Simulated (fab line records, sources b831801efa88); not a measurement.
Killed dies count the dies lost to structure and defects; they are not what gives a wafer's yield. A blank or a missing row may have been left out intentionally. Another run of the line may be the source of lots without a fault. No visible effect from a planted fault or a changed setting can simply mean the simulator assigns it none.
Which tool did it?    flow sfq_line    at 1 step of a route of 325, 14 lots with 42 wafers sampled

== WHAT THE GAUGES SHOWED, per wafer ==
Not one reading of a measure or inspect step in the record can be checked against a usual standard deviation.

== WHICH TOOL RAN EACH LOT (tool, then ch and the chambers of the sampled wafers, then the start) ==
lot   SFQ_TRILAYER_I2_VIA_LITHO_PEB_070
L129  litho_track-02 ch 0, day 29 06:40
L130  litho_track-02 ch 0, day 31 11:57
L131  litho_track-04 ch 0, day 31 17:59
L133  litho_track-01 ch 0, day 38 11:37
L134  litho_track-01 ch 0, day 38 15:13
L135  litho_track-02 ch 0, day 39 04:25
L137  litho_track-01 ch 0, day 40 02:46
L142  litho_track-01 ch 0, day 41 17:04
L143  litho_track-01 ch 0, day 42 08:43
L144  litho_track-01 ch 0, day 42 18:16
L148  litho_track-01 ch 0, day 46 02:40
L149  litho_track-01 ch 0, day 46 07:28
L150  litho_track-01 ch 0, day 46 11:07
L152  litho_track-04 ch 0, day 46 14:40
- SFQ_TRILAYER_I2_VIA_LITHO_PEB_070: peb time 60 s.

== WHAT THE TOOLS THEMSELVES READ (means of the sampled wafers that have a number; where no wafer has one, the mark that the record gives instead) ==
SFQ_TRILAYER_I2_VIA_LITHO_PEB_070. Usual: heater_power_total_W 79.15 W, standard deviation 0.071; plate_temp_C 114.98 C, standard deviation 0.12.
lot   tool            heater_power_total_W (W)  plate_temp_C (C)  flag
L129  litho_track-02  79.20                     115.03            
L130  litho_track-02  79.17                     114.90            
L131  litho_track-04  79.19                     115.01            
L133  litho_track-01  79.12                     114.84            
L134  litho_track-01  79.06                     115.07            
L135  litho_track-02  79.25                     115.06            
L137  litho_track-01  79.19                     114.92            
L142  litho_track-01  79.16                     114.93            
L143  litho_track-01  77.87                     113.54            OFF
L144  litho_track-01  77.99                     113.55            OFF
L148  litho_track-01  79.13                     115.00            
L149  litho_track-01  79.18                     114.94            
L150  litho_track-01  79.23                     115.07            
L152  litho_track-04  79.17                     114.96            

== THE ANSWER, worked out from the rows above alone ==
Rule: lot off if the mean of its wafers having a number is beyond 3 standard deviations from the usual mean. Also off: a lot with no number at a reading for which 4 or more lots have one. All remaining lots with rows at the step are treated as sound. First the gauges in route order, then the tools' own readings, where a lot's mean is used as printed above. The first step at which some lot is off is used, and at that step the reading that is off furthest; a lot without a number counts as furthest.
Off: L143, L144, at SFQ_TRILAYER_I2_VIA_LITHO_PEB_070 (heater_power_total_W).
A tool fits if, at that step or a process step before it, it ran every lot that is off, and no sound lot after the first of them. Of those tried, none fits.

== WHAT WAS PUT IN BY THE SIMULATOR ==
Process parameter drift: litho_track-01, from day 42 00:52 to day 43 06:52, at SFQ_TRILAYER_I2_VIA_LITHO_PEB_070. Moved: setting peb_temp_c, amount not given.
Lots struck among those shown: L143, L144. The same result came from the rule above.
